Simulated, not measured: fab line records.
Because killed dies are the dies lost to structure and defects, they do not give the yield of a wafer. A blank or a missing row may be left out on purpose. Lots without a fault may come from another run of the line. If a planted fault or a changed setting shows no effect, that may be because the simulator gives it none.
Comparing a struck lot with a sound one	flow sky130	16 steps out of a route of 708
Sound: the wafers L411.2, L411.3, L411.6. Struck: wafer L406.4 (left out: L406.1, L406.2 of the same lot, which were not struck); the cause appears at the end.
Each step with rows lists, per side, the tool, then ch with its chambers, then its first start. Under that, the readings that differ: sound wafers	struck wafers	difference of the means	sigmas: that difference in standard deviations of wafers without a fault.
alike: readings whose means differ by less than 2 such deviations, and words and numbers that are the same on both sides. not compared: withheld readings, readings that some wafer has no value for, bounds like >300 that may hide the same value, and numbers for which the record gives no deviation and whose values overlap.
The two part at a step that has a row with sigmas, a row that says differs or no value, or rows on one side only. When numbers do not overlap yet have no deviation, they are printed without sigmas and do not part them. A reading missing from all wafers of one side parts the sides only when that side holds two or more wafers.

first, 8 steps without rows for these wafers: SKY_POLY_GATE_DEHYDRATE_05 (time 60 s); SKY_POLY_GATE_HMDS_06 (prime time 60 s); SKY_POLY_GATE_COAT_07 (resist thk 110 nm); SKY_POLY_GATE_COAT_08 (resist thk 450 nm); SKY_POLY_GATE_SOFTBAKE_09 (time 90 s); SKY_POLY_GATE_EXPOSE_10 (exposes mask P1M, target cd 150 nm); SKY_POLY_GATE_PEB_11; SKY_POLY_GATE_DEVELOP_12 (develop time 60 s).
SKY_POLY_GATE_CD_MEAS_13 targets a cd of 150 nm.
  sound: cd sem-01 at day 20 07:38; struck: cd sem-01 at day 17 14:54
  alike: cd nm
SKY_POLY_GATE_OVL_MEAS_14:
  sound: overlay-02 at day 20 07:44; struck: overlay-01 at day 17 15:01
  alike: POLY_GATE_OVL
SKY_POLY_GATE_ETCH_15: etches BARC in N2/H2, stops on SiO2, time 118.5 s, target depth 110 nm.
  sound on rie diel-03 ch 0,1,2, day 20 07:46; struck on rie diel-01 ch 1, day 17 15:04
reading	sound	struck	difference	sigmas
throttle valve pct (%)	13.220 13.212 13.209	13.234	+0.020	+2
  alike: drypump motor current A, h2 flow sccm, oes product au
  not compared: rf hours counter h
SKY_POLY_GATE_ETCH_16: etches Si3N4 in CH3F/O2, stops on poly-Si, time 147.5 s, target depth 75 nm.
  sound on rie diel-03 ch 0,1,2, day 20 07:51; struck on rie diel-01 ch 1, day 17 15:08
  alike: drypump motor current A, oes product au, throttle valve pct
  not compared: rf hours counter h
SKY_POLY_GATE_ETCH_17: etches poly-Si in HBr/Cl2, stops on SiO2, target depth 180 nm, time 70.5 s.
  sound on rie si-02 ch 0,1,2, day 20 07:57; struck on rie si-01 ch 1, day 17 15:14
reading	sound	struck	difference	sigmas
oes product au (a.u.)	0.972 0.977 0.973	1.007	+0.033	+4
model.KrF-thick_of_POLY_GATE_COAT_08.thk nm (nm)	138.1 138.4 143.4	95.8	-44.2	
model.SiO2_of_SONOS_ONO_CVD_04.thk nm (nm)	4.227 4.313 4.173	3.047	-1.191	
  alike: drypump motor current A, throttle valve pct
  not compared: rf hours counter h
SKY_POLY_GATE_STRIP_18: strips in O2/N2.
  sound on plasma asher-02 ch 0,1, day 20 08:01; struck on plasma asher-02 ch 0, day 17 15:17
reading	sound	struck	difference	sigmas
oes product au (a.u.)	0.356 0.363 0.357	0.345	-0.014	-3
strip time to endpoint s (s)	3.13 3.16 3.21	2.69	-0.48	-11
  alike: drypump motor current A
  not compared: rf hours counter h
then, 1 step without rows for these wafers: SKY_POLY_GATE_CLEAN_19 (cleans in SC1/SC2, time 150 s).
-- the record jumps here: 29 days lie between the struck wafers' starts before and after (it left off in module POLY_GATE and takes up again in module PAD_OPEN, whose first step shown is number 708 of the route) --
SKY_PAD_OPEN_PROBE_99:
  sound: prober-01 at day 48 03:46; struck: prober-02 at day 46 11:10
reading	sound	struck	difference	sigmas
model.etest.tip sonos.rs ohm sq	2696 2679 2682	2383	-303	
model.etest.tip n.rs ohm sq	449.6 449.8 449.1	436.6	-12.9	
model.etest.res pdiff hv.rs ohm sq	189.1 188.8 188.6	186.4	-2.4	
  alike: killed_at_M0_to_M3, killed_at_M4_up, killed at contacts, killed at front end, killed at other, killed dies, killed open, killed short

== WHERE THEY PART ==
Last at SKY_POLY_GATE_STRIP_18 as far as this record goes, first at SKY_POLY_GATE_ETCH_15. Later steps at which nothing parts them and some readings are alike: SKY_PAD_OPEN_PROBE_99.

WHY: whatever the simulator had introduced
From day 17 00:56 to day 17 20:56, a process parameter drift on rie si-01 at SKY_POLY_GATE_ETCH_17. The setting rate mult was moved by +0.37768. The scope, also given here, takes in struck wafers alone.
